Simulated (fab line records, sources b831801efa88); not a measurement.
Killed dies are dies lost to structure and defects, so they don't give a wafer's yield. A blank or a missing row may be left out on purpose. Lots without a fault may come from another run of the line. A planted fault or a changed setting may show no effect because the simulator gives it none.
fab line records | flow sky130
record lots=12 wafers=36 last_day=50
route steps=708 shown GATE_OXIDE@198 VIA1@461 METAL2@485
lots that met no fault: from a run of the same line without faults
start_h: hours from the record's first day to the start of the lot's first wafer shown | wait_h: hours since the lot's step before | " the same as in the row above | L1.1+2: a row that stands for several wafers | - no value, or no start given | * or withheld: withheld | < > ~ a bound
route shown NAME@n: a module of which the file shows steps, and the number in the route of the first | usual: mean/standard deviation of fault-free wafers | same: alike in all rows | chamber/n: place in a boat | sites: the reading at each site | _std_site: their standard deviation | _edge_site: outer sites' mean less inner sites' | radius_mm: how far each site lies from the wafer's centre | mask NAME#n: copy n | behind: the tool/chamber that last shaped the wafer | hold: why the lot was held/for how many hours/how that ended | device: the transistor (n, p or np) that didn't switch | end of line: the same wafers' tests at the end of the route | a step without rows: its recipe alone | killed: dies lost to structure and defects at the first sort, not the wafer's yield | map: a wafer's dies, x killed, . not, _ none there
set.NAME: the setting as run; set.NAME@STEP: as run at that earlier step | model.NAME: the simulator's own value behind a step, which no gauge read
steps of the route over a sample of lots; a table a step, a row a wafer
services: from which hour (start_h, from the record's first day; less than 0 if before it) a tool's chamber was out of use, for how many hours, and why
## steps
# step SKY_GATE_OXIDE_IMPLANT_11
# recipe species=B energy_kev=10 dose_cm2=2.6e+12 tilt_deg=withheld
# usual beam_energy_keV=9.9996/0.003 dose_ions_cm2=2.599e+12/3e+09 end_station_pressure_torr=5.03e-06/2.8e-07
# columns lot.wafer tool chamber start_h wait_h beam_energy_keV dose_ions_cm2 end_station_pressure_torr
L999.2 implanter-03 0 309.68 0.0 9.9972 2.604e+12 4.85e-06
L999.3 " 0 " " 10.002 2.606e+12 5.29e-06
L999.6 " 0 " " 9.9998 2.602e+12 5.05e-06
L105.1 implanter-02 0 371.22 0.0 8.4640 2.597e+12 5.34e-06
L105.2 " 0 " " 8.4660 2.597e+12 5.56e-06
L105.3 " 0 " " 8.4600 2.599e+12 4.7e-06
L107.4 implanter-02 0 383.65 0.1 8.4703 2.601e+12 5.23e-06
L107.5 " 0 " " 8.4685 2.603e+12 4.99e-06
L107.6 " 0 " " 8.4652 2.598e+12 5.12e-06
L108.2 implanter-02 0 391.49 0.0 8.4645 2.598e+12 5.33e-06
L108.5 " 0 " " 8.4658 2.596e+12 5.02e-06
L108.6 " 0 " " 8.4689 2.598e+12 4.58e-06
L111.2 implanter-04 0 417.14 0.0 10.001 2.603e+12 4.85e-06
L111.3 " 0 " " 10.000 2.601e+12 5.39e-06
L111.5 " 0 " " 10.002 2.602e+12 5.05e-06
L115.3 implanter-03 0 453.41 0.1 9.9992 2.595e+12 5.13e-06
L115.4 " 0 " " 9.9983 2.599e+12 4.93e-06
L115.6 " 0 " " 9.9987 2.598e+12 5.41e-06
L116.2 implanter-02 0 459.94 0.0 10.004 2.604e+12 5.28e-06
L116.4 " 0 " " 10.005 2.6e+12 4.96e-06
L116.6 " 0 " " 10.004 2.601e+12 4.76e-06
L117.2 implanter-04 0 471.24 0.0 10.003 2.596e+12 4.8e-06
L117.3 " 0 " " 9.9970 2.599e+12 4.74e-06
L117.4 " 0 " " 10.003 2.6e+12 5.55e-06
L118.1 implanter-03 0 479.62 0.0 9.9951 2.6e+12 5e-06
L118.3 " 0 " " 10.000 2.599e+12 4.92e-06
L118.5 " 0 " " 9.9969 2.599e+12 4.58e-06
L119.3 implanter-03 0 482.72 0.1 9.9994 2.598e+12 5.28e-06
L119.4 " 0 " " 9.9994 2.6e+12 5.15e-06
L119.5 " 0 " " 10.002 2.602e+12 4.58e-06
L120.2 implanter-04 0 496.93 0.0 9.9995 2.601e+12 5.08e-06
L120.3 " 0 " " 10.002 2.604e+12 5.62e-06
L120.4 " 0 " " 9.9975 2.603e+12 4.92e-06
L121.1 implanter-02 0 500.91 0.0 10.003 2.602e+12 4.83e-06
L121.3 " 0 " " 10.000 2.607e+12 5.17e-06
L121.4 " 0 " " 10.003 2.602e+12 4.82e-06
# step SKY_GATE_OXIDE_TW_MEAS_14
# usual GATE_OXIDE_TW=224.0/1.4
# columns lot.wafer tool chamber start_h wait_h GATE_OXIDE_TW
L999.2 film_metro-03 - 310.04 0.1 222.4
L999.3 " - " " 223.7
L999.6 " - " " 224.9
L105.1 film_metro-03 - 371.57 0.1 215.2
L105.2 " - " " 214.3
L105.3 " - " " 214.5
L107.4 film_metro-03 - 383.95 0.1 214.1
L107.5 " - " " 214.1
L107.6 " - " " 214.2
L108.2 film_metro-01 - 391.83 0.1 217.3
L108.5 " - " " 217.5
L108.6 " - " " 218.4
L111.2 film_metro-02 - 417.48 0.1 223.5
L111.3 " - " " 225.6
L111.5 " - " " 224.4
L115.3 film_metro-02 - 453.74 0.1 224.4
L115.4 " - " " 224.8
L115.6 " - " " 225.4
L116.2 film_metro-03 - 460.29 0.1 224.4
L116.4 " - " " 224.6
L116.6 " - " " 223.8
L117.2 film_metro-02 - 471.58 0.1 224.0
L117.3 " - " " 223.7
L117.4 " - " " 224.3
L118.1 film_metro-02 - 479.97 0.1 225.1
L118.3 " - " " 225.1
L118.5 " - " " 224.3
L119.3 film_metro-03 - 483.04 0.1 222.4
L119.4 " - " " 222.2
L119.5 " - " " 220.4
L120.2 film_metro-03 - 497.27 0.1 221.3
L120.3 " - " " 221.2
L120.4 " - " " 220.8
L121.1 film_metro-02 - 501.26 0.1 223.7
L121.3 " - " " 225.1
L121.4 " - " " 225.4
# step SKY_VIA1_BOW_MEAS_03
# recipe mode=bow
# usual VIA1_BOW=80/7.5
# columns lot.wafer tool chamber start_h wait_h VIA1_BOW[um]
L999.2 film_metro-01 - 768.18 0.2 83
L999.3 " - " " 81
L999.6 " - " " 78
L105.1 film_metro-01 - 824.63 0.2 74
L105.2 " - " " 87
L105.3 " - " " 72
L107.4 film_metro-04 - 834.78 0.3 82
L107.5 " - " " 83
L107.6 " - " " 84
L108.2 film_metro-01 - 845.20 0.1 71
L108.5 " - " " 82
L108.6 " - " " 84
L111.2 film_metro-04 - 862.94 0.2 83
L111.3 " - " " 68
L111.5 " - " " 71
L115.3 film_metro-01 - 897.23 0.2 88
L115.4 " - " " 81
L115.6 " - " " 89
L116.2 film_metro-01 - 899.30 0.1 80
L116.4 " - " " 80
L116.6 " - " " 70
L117.2 film_metro-01 - 910.32 0.3 89
L117.3 " - " " 85
L117.4 " - " " 95
L118.1 film_metro-04 - 918.15 0.2 71
L118.3 " - " " 73
L118.5 " - " " 81
L119.3 film_metro-01 - 920.46 0.2 70
L119.4 " - " " 76
L119.5 " - " " 73
L120.2 film_metro-03 - 928.00 0.2 80
L120.3 " - " " 89
L120.4 " - " " 79
L121.1 film_metro-03 - 933.76 0.2 94
L121.3 " - " " 71
L121.4 " - " " 77
# step SKY_VIA1_ETCH_15
# recipe target=SiO2 chemistry=C4F8/O2/Ar target_depth_nm=351 stop_on=TiN mask_material=KrF-thick source_w=1500 bias_w=1200 pressure_mtorr=40 c4f8_flow_sccm=withheld O2_flow_sccm=6 Ar_flow_sccm=300 time_s=54
# usual oes_product_au=0.982/0.0054
# columns lot.wafer tool chamber start_h wait_h oes_product_au rf_hours_counter_h
L999.2 rie_diel-04 2 794.52 0.0 0.989 21
L999.3 " 1 " " 0.992 11
L999.6 " 0 " " 0.988 -
L105.1 rie_diel-03 1 850.72 0.0 0.977 11
L105.2 " 3 " " 0.977 1
L105.3 " 0 " " 0.980 12
L107.4 rie_diel-04 3 860.68 0.0 0.976 23
L107.5 " 1 " " 0.984 -
L107.6 " 2 " " 0.976 -
L108.2 rie_diel-02 2 871.37 0.0 0.981 10
L108.5 " 0 " " 0.980 -
L108.6 " 3 " " 0.977 -
L111.2 rie_diel-02 1 889.02 0.0 0.981 7
L111.3 " 3 " " 0.983 9
L111.5 " 2 " " 0.984 -
L115.3 rie_diel-03 3 922.18 0.0 0.976 3
L115.4 " 1 " " 0.984 13
L115.6 " 3 " " 0.986 -
L116.2 rie_diel-04 0 924.62 0.0 0.969 19
L116.4 " 3 " " 0.983 25
L116.6 " 3 " " 0.986 -
L117.2 rie_diel-03 2 934.97 0.0 0.985 21
L117.3 " 0 " " 0.983 15
L117.4 " 1 " " 0.984 13
L118.1 rie_diel-04 0 942.43 0.0 0.975 19
L118.3 " 1 " " 0.976 16
L118.5 " 2 " " 0.983 -
L119.3 rie_diel-04 2 944.67 0.0 0.979 26
L119.4 " 3 " " 0.987 25
L119.5 " 2 " " 0.984 -
L120.2 rie_diel-04 0 952.27 0.0 0.979 20
L120.3 " 2 " " 0.974 26
L120.4 " 3 " " 0.984 26
L121.1 rie_diel-03 1 958.12 0.0 0.973 14
L121.3 " 0 " " 0.989 16
L121.4 " 2 " " 0.980 22
# step SKY_METAL2_SPUTTER_02
# recipe material=AlCu target_thk_nm=250 power_w=10600 time_s=13.3 chamber_pressure_pa=0.4
# usual throttle_valve_pct=30.1/1.2
# columns lot.wafer tool chamber start_h wait_h throttle_valve_pct
L999.2 pvd_sputter-02 - 795.84 0.0 29.8
L999.3 " - " " 31.2
L999.6 " - " " 27.8
L105.1 pvd_sputter-02 - 852.30 0.0 27.7
L105.2 " - " " 31.4
L105.3 " - " " 29.8
L107.4 pvd_sputter-02 - 862.06 0.0 27.9
L107.5 " - " " 31.2
L107.6 " - " " 29.5
L108.2 pvd_sputter-02 - 872.80 0.0 27.5
L108.5 " - " " 29.9
L108.6 " - " " 31.5
L111.2 pvd_sputter-01 - 890.34 0.0 30.6
L111.3 " - " " 30.7
L111.5 " - " " 30.5
L115.3 pvd_sputter-03 - 923.50 0.0 30.6
L115.4 " - " " 27.7
L115.6 " - " " 30.3
L116.2 pvd_sputter-01 - 925.94 0.0 31.0
L116.4 " - " " 30.3
L116.6 " - " " 30.1
L117.2 pvd_sputter-02 - 936.30 0.0 31.7
L117.3 " - " " 30.0
L117.4 " - " " 29.8
L118.1 pvd_sputter-02 - 943.77 0.0 27.8
L118.3 " - " " 31.7
L118.5 " - " " 29.8
L119.3 pvd_sputter-02 - 946.03 0.0 29.8
L119.4 " - " " 28.0
L119.5 " - " " 31.4
L120.2 pvd_sputter-02 - 953.80 0.0 31.3
L120.3 " - " " 29.8
L120.4 " - " " 30.1
L121.1 pvd_sputter-01 - 959.44 0.0 30.4
L121.3 " - " " 30.8
L121.4 " - " " 30.6
## services
# columns tool chamber start_h hours kind
rie_diel-04 2 297.99 9.4 repair
rie_diel-03 3 301.47 4.3 repair
rie_diel-04 2 319.26 7.2 repair
implanter-02 - 325.29 1.7 repair
pvd_sputter-02 - 331.77 1.1 repair
rie_diel-03 1 334.30 3.7 repair
rie_diel-04 1 401.89 6.1 repair
rie_diel-04 - 402.33 10.0 pm
implanter-02 - 448.95 5.7 repair
rie_diel-04 3 460.77 9.6 repair
implanter-02 - 576.13 3.9 pm
rie_diel-04 3 580.80 5.7 repair
pvd_sputter-02 - 583.69 0.8 repair
rie_diel-04 1 608.30 4.7 repair
implanter-02 - 629.39 5.1 pm
rie_diel-04 1 647.15 1.8 repair
implanter-02 - 697.51 2.0 repair
rie_diel-04 3 727.87 2.7 repair
rie_diel-04 - 788.30 1.8 repair
implanter-02 - 837.39 1.7 repair
pvd_sputter-02 - 879.73 4.7 repair
pvd_sputter-02 - 883.68 1.9 repair
pvd_sputter-02 - 886.52 8.0 repair
pvd_sputter-02 - 929.84 1.9 repair
## key
first_sign step=SKY_GATE_OXIDE_IMPLANT_11 reading=beam_energy_keV direction=down sigmas=99+ usual=* struck=*
effect step=SKY_GATE_OXIDE_TW_MEAS_14 reading=GATE_OXIDE_TW direction=down sigmas=6.2 usual=224.0 struck=215.5
met_at SKY_GATE_OXIDE_IMPLANT_11
struck_lots L105,L107,L108
tester_left_out L105,L107,L108
not_acting_at SKY_VIA1_BOW_MEAS_03,SKY_VIA1_ETCH_15,SKY_METAL2_SPUTTER_02
fault kind=process_parameter_drift tool=implanter-02 chamber=- onset_h=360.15 steps=SKY_GATE_OXIDE_IMPLANT_11 channel=energy_kev offset=* shape=step end_h=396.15 acts_in=* stated=*
# tester_left_out: of these lots the tester's yield and bins aren't shown, on N5 and GAA mostly nor the transistor test; their killed dies are dies lost to structure and defects alone, not to doping, threshold or leakage, so they don't give the yield
